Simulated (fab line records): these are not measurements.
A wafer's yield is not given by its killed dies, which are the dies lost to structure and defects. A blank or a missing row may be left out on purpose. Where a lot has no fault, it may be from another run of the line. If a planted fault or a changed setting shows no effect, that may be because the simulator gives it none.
Chamber matching :: flow sky130 :: 4 sister chambers for SKY_PASSIVATION_ETCH_11 on rie diel-02
The step etches the open film in CF4/O2, stops on AlCu, target depth 725 nm, time 161.1 s. 4 wafers are shown with their chamber, then 11 later ones without.

== WAFERS PAIRED WITH THEIR CHAMBERS ==
wafer: L080.6
chamber: 2
drypump motor current A (A): 6.3

wafer: L082.4
chamber: 1
drypump motor current A (A): 6.7

wafer: L082.5
chamber: 0
drypump motor current A (A): 5.6

wafer: L089.1
chamber: 3
drypump motor current A (A): 5.9

== WAFERS MISSING THEIR CHAMBER ==
wafer: L089.3
drypump motor current A (A): 6.7

wafer: L089.4
drypump motor current A (A): 6.3

wafer: L090.1
drypump motor current A (A): 6.7

wafer: L090.2
drypump motor current A (A): 6.3

wafer: L090.5
drypump motor current A (A): 5.5

wafer: L094.2
drypump motor current A (A): 6.7

wafer: L094.4
drypump motor current A (A): 5.5

wafer: L094.6
drypump motor current A (A): 5.9

wafer: L095.2
drypump motor current A (A): 6.7

wafer: L095.4
drypump motor current A (A): 6.3

wafer: L095.6
drypump motor current A (A): 6.3

== THE CHAMBER EACH PASSED THROUGH ==
wafer: L089.3
from the rows above: 1
in truth: 1

wafer: L089.4
from the rows above: 2
in truth: 2

wafer: L090.1
from the rows above: 1
in truth: 1

wafer: L090.2
from the rows above: 2
in truth: 2

wafer: L090.5
from the rows above: 0
in truth: 0

wafer: L094.2
from the rows above: 1
in truth: 1

wafer: L094.4
from the rows above: 0
in truth: 0

wafer: L094.6
from the rows above: 3
in truth: 3

wafer: L095.2
from the rows above: 1
in truth: 1

wafer: L095.4
from the rows above: 2
in truth: 2

wafer: L095.6
from the rows above: 2
in truth: 2
Correct placement for 11 of the 11. Left unplaced by these rows: 0. Wrongly placed: 0.
How it was worked out, from the rows above alone: a wafer's distance from a chamber is the root of the sum, over the readings, of the square of ((its reading less the chamber's mean) divided by the reading's scatter). If the next closest chamber is less than 2 further off than the closest, the wafer can't be placed; otherwise it belongs to the closest. For every chamber, the mean is computed from those of its wafers that are shown. The scatter (one wafer shown for each chamber): square how far every hidden wafer sits from the nearest shown wafer, average those squares and take the square root.
